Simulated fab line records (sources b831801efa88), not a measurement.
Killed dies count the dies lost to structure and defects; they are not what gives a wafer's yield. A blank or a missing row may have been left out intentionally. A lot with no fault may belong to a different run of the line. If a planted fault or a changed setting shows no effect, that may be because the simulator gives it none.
Which of the tools did it?	flow gf180mcu	Sampling: 6 lots, 18 wafers, 3 of 602 route steps

WHAT THE GAUGES READ, wafer by wafer
GF_TOP_METAL_CD_MEAS_14: the cd target is 440 nm.
lot	measured	on	cd nm (nm)
L146	day 29 18:07	cd sem-01	440.6 441.0 441.6
L148	day 30 15:58	cd sem-01	437.7 435.9 438.4
L153	day 31 16:18	cd sem-02	439.6 436.6 437.1
L156	day 32 10:19	cd sem-01	442.4 442.0 441.4
L160	day 33 14:51	cd sem-01	438.5 436.8 439.0
L166	day 34 21:43	cd sem-02	444.9 442.8 442.4

TOOL THAT RAN EACH LOT (tool first, then ch and the chambers of the sampled wafers, then the start)
lot	GF_V5_SPUTTER_22	GF_TOP_METAL_EXPOSE_11
L146	pvd sputter-02, day 28 21:07	iline stepper-02 ch 0, day 29 08:14
L148	pvd sputter-02, day 29 19:49	iline stepper-01 ch 0, day 30 06:39
L153	pvd sputter-01, day 30 20:58	iline stepper-02 ch 0, day 31 07:00
L156	pvd sputter-04, day 31 15:56	iline stepper-01 ch 0, day 32 01:37
L160	pvd sputter-01, day 32 21:44	iline stepper-01 ch 0, day 33 07:02
L166	pvd sputter-01, day 34 05:41	iline stepper-01 ch 0, day 34 14:23
- GF_V5_SPUTTER_22: material TiN, target thk 10 nm, time 40 s.
- GF_TOP_METAL_EXPOSE_11: exposes mask MetalTop, target cd 440 nm.

THE ANSWER, worked out from the rows above alone
Rule: the lots themselves supply what counts as usual. Put in order of their means at a reading, lots are off if they are a third of the lots or fewer, leave a main group of 4 or more, and stand apart from it by a gap of 3 or more times the standard deviation of the main group's means; of several such gaps the widest counts. The tables above print the reading to a certain number of digits; a main group whose means all agree to those digits is not used. Also off: a lot with no number at a reading for which 4 or more lots have one. All remaining lots with rows at the step are treated as sound.
No lot is off at any reading shown: from this, nothing can be told.

WHAT THE SIMULATOR PUT IN
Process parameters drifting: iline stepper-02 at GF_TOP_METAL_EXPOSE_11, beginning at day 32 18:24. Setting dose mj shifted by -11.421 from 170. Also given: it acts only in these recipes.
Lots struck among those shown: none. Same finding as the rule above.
